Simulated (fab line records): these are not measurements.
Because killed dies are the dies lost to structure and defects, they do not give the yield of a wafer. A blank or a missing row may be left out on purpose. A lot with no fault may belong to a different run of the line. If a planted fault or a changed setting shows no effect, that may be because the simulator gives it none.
What tool caused it? / flow gf180mcu / 14 lots with 41 wafers sampled at 2 steps, on a route of 602 steps

WHAT EACH GAUGE READ, for each wafer
GF_V1_THK_MEAS_01.
lot=L697; measured=day 16 21:52; on=film metro-03; V1_CVD_00_THK (nm)=600 604 619
lot=L699; measured=day 17 20:43; on=film metro-02; V1_CVD_00_THK (nm)=603 619 606
lot=L700; measured=day 18 01:55; on=film metro-02; V1_CVD_00_THK (nm)=593 601 596
lot=L701; measured=day 18 07:11; on=film metro-02; V1_CVD_00_THK (nm)=606 608 593
lot=L703; measured=day 19 05:58; on=film metro-02; V1_CVD_00_THK (nm)=599 602 595
lot=L704; measured=day 19 14:52; on=film metro-01; V1_CVD_00_THK (nm)=594 611 596
lot=L707; measured=day 20 23:21; on=film metro-03; V1_CVD_00_THK (nm)=586 591 581
lot=L708; measured=day 21 08:55; on=film metro-02; V1_CVD_00_THK (nm)=601 602 609
lot=L709; measured=day 21 13:19; on=film metro-01; V1_CVD_00_THK (nm)=596 593 594
lot=L714; measured=day 23 12:32; on=film metro-02; V1_CVD_00_THK (nm)=610 598
lot=L715; measured=day 24 01:31; on=film metro-02; V1_CVD_00_THK (nm)=591 591 601
lot=L716; measured=day 24 05:08; on=film metro-01; V1_CVD_00_THK (nm)=595 599 602
lot=L718; measured=day 24 19:59; on=film metro-01; V1_CVD_00_THK (nm)=602 593 593
lot=L719; measured=day 24 20:47; on=film metro-02; V1_CVD_00_THK (nm)=591 611 610

GF_V1_THK_MEAS_03.
lot=L697; measured=day 16 21:59; on=film metro-02; V1_CVD_02_THK (nm)=857 851 843
lot=L699; measured=day 17 20:50; on=film metro-01; V1_CVD_02_THK (nm)=840 842 853
lot=L700; measured=day 18 02:05; on=film metro-03; V1_CVD_02_THK (nm)=835 837 826
lot=L701; measured=day 18 07:19; on=film metro-01; V1_CVD_02_THK (nm)=828 821 857
lot=L703; measured=day 19 06:05; on=film metro-01; V1_CVD_02_THK (nm)=836 843 841
lot=L704; measured=day 19 14:59; on=film metro-02; V1_CVD_02_THK (nm)=829 843 844
lot=L707; measured=day 20 23:29; on=film metro-03; V1_CVD_02_THK (nm)=838 858 851
lot=L708; measured=day 21 09:02; on=film metro-03; V1_CVD_02_THK (nm)=845 851 860
lot=L709; measured=day 21 13:26; on=film metro-03; V1_CVD_02_THK (nm)=850 853 837
lot=L714; measured=day 23 12:40; on=film metro-03; V1_CVD_02_THK (nm)=849 863
lot=L715; measured=day 24 01:39; on=film metro-01; V1_CVD_02_THK (nm)=846 832 845
lot=L716; measured=day 24 05:16; on=film metro-03; V1_CVD_02_THK (nm)=858 840 855
lot=L718; measured=day 24 20:07; on=film metro-03; V1_CVD_02_THK (nm)=846 850 837
lot=L719; measured=day 24 20:55; on=film metro-01; V1_CVD_02_THK (nm)=843 852 860

TOOL THAT RAN EACH LOT (tool first, then ch and the chambers of the sampled wafers, then the start)
There is no process step in the record ahead of these readings.

WHAT THE TOOLS THEMSELVES READ (means of the sampled wafers that have a number; where no wafer has one, the mark that the record gives instead)
The record holds no such reading with a usual standard deviation.

THE ANSWER, worked out from the rows above alone
Rule: the usual values come from the lots themselves. Put in order of their means at a reading, lots are off if they are a third of the lots or fewer, leave a main group of 4 or more, and stand apart from it by a gap of 3 or more times the standard deviation of the main group's means; of several such gaps the widest counts. A main group is skipped when, at the precision printed for the reading in the tables above, its means are all equal. Also off: a lot with no number at a reading for which 4 or more lots have one. All remaining lots with rows at the step are treated as sound. Order of review: gauges by route order, followed by the tools' own readings, for which a lot's mean as printed above is used. The first step at which some lot is off is used, and at that step the reading that is off furthest; a lot without a number counts as furthest.
No lot is off on any of the readings shown, so nothing can be concluded from this.

WHAT THE SIMULATOR HAD PUT IN
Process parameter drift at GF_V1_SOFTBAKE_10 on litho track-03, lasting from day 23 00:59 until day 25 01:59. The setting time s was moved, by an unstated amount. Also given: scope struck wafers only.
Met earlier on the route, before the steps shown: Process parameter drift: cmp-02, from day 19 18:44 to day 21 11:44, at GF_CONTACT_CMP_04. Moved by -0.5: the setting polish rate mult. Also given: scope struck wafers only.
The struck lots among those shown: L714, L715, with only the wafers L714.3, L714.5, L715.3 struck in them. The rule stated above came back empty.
